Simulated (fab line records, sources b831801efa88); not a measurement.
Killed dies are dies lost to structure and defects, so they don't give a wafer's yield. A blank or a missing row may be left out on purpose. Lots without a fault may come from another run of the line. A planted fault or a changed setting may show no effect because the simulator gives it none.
A struck lot beside a sound one | flow gf180mcu | 14 steps out of a route of 602
Sound: wafers L865.2, L865.4, L865.5. Struck: wafers L876.2, L876.3, L876.5. The cause comes at the end.
At each step with rows: each side's tool, then ch and its chambers, then its first start. Under that, the readings that differ: sound wafers | struck wafers | difference of the means | sigmas: that difference in standard deviations of wafers without a fault.
alike: readings whose means differ by less than 2 such deviations, and words and numbers that are the same on both sides. not compared: withheld readings, readings that some wafer has no value for, bounds like >300 that may hide the same value, and numbers for which the record gives no deviation and whose values overlap.
The two part at a step that has a row with sigmas, a row that says differs or no value, or rows on one side only. Numbers that don't overlap but have no deviation are shown without sigmas and don't part them. A reading that every wafer of one side lacks parts them only if that side has two wafers or more.

first, 6 steps without rows for these wafers: GF_M4_HMDS_08 (prime time 60 s); GF_M4_COAT_09 (resist thk 1000 nm); GF_M4_SOFTBAKE_10 (time 60 s); GF_M4_EXPOSE_11 (exposes mask Metal4, target cd 280 nm); GF_M4_PEB_12 (peb time 90 s); GF_M4_DEVELOP_13 (develop time 60 s).
GF_M4_CD_MEAS_14: target cd 280 nm.
  sound on cd_sem-01, day 25 02:28; struck on cd_sem-02, day 28 13:13
  alike: cd_nm
GF_M4_OVL_MEAS_15:
  sound on overlay-02, day 25 02:35; struck on overlay-01, day 28 13:19
  reading     | sound | struck   | difference | sigmas
  M4_OVL (nm) | 3 7 9 | -4 -2 -9 | -11        | -2
GF_M4_METAL_ETCH_16: etches the open film in Cl2/BCl3, stops on SiO2, target depth 627.5 nm, time 104.6 s.
  sound on rie_metal-03 ch 0, day 25 02:37; struck on rie_metal-04 ch 0,1, day 28 13:21
  reading                     | sound       | struck      | difference | sigmas
  drypump_motor_current_A (A) | 5.0 5.1 5.0 | 6.3 5.8 6.3 | +1.1       | +2
  alike: bcl3_flow_sccm, bias_w, oes_product_au, throttle_valve_pct
  not compared: rf_hours_counter_h
GF_M4_STRIP_17: strips in O2/N2.
  sound on plasma_asher-03 ch 0,1, day 25 02:46; struck on plasma_asher-03 ch 0,1, day 28 13:28
  reading                      | sound          | struck         | difference | sigmas
  strip_time_to_endpoint_s (s) | 7.96 7.95 7.91 | 7.82 7.79 7.83 | -0.13      | -3
  alike: drypump_motor_current_A, heater_power_w, o2_flow_sccm, oes_product_au
  not compared: rf_hours_counter_h
then, 2 steps without rows for these wafers: GF_M4_STRIP_18 (strips in post etch residue remover, time 1200 s); GF_M4_CLEAN_19 (cleans in DIW).
GF_V4_CVD_00: deposits SiO2, target thk 600 nm, time 100 s.
  sound on hdpcvd-02 ch 0,2, day 25 03:42; struck on hdpcvd-01 ch 0,1,2, day 28 14:24
  no value came back on the struck wafers for pressure_mtorr (mTorr), run_length_s (s); on the sound wafers pressure_mtorr (mTorr) reads 6.003 5.990 6.009
GF_V4_CVD_02: deposits SiO2 from TEOS, target thk 850 nm, time 94.851 s.
  sound on pecvd-03 ch 1,2, day 25 03:50; struck on pecvd-03 ch 0,1, day 28 14:32
  alike: heater_power_outer_w, heater_power_w

WHERE THEY PART
First at GF_M4_OVL_MEAS_15; last, within this record, at GF_V4_CVD_00. Later steps at which nothing parts them and some readings are alike: GF_V4_CVD_02.

WHY: what the simulator had put in
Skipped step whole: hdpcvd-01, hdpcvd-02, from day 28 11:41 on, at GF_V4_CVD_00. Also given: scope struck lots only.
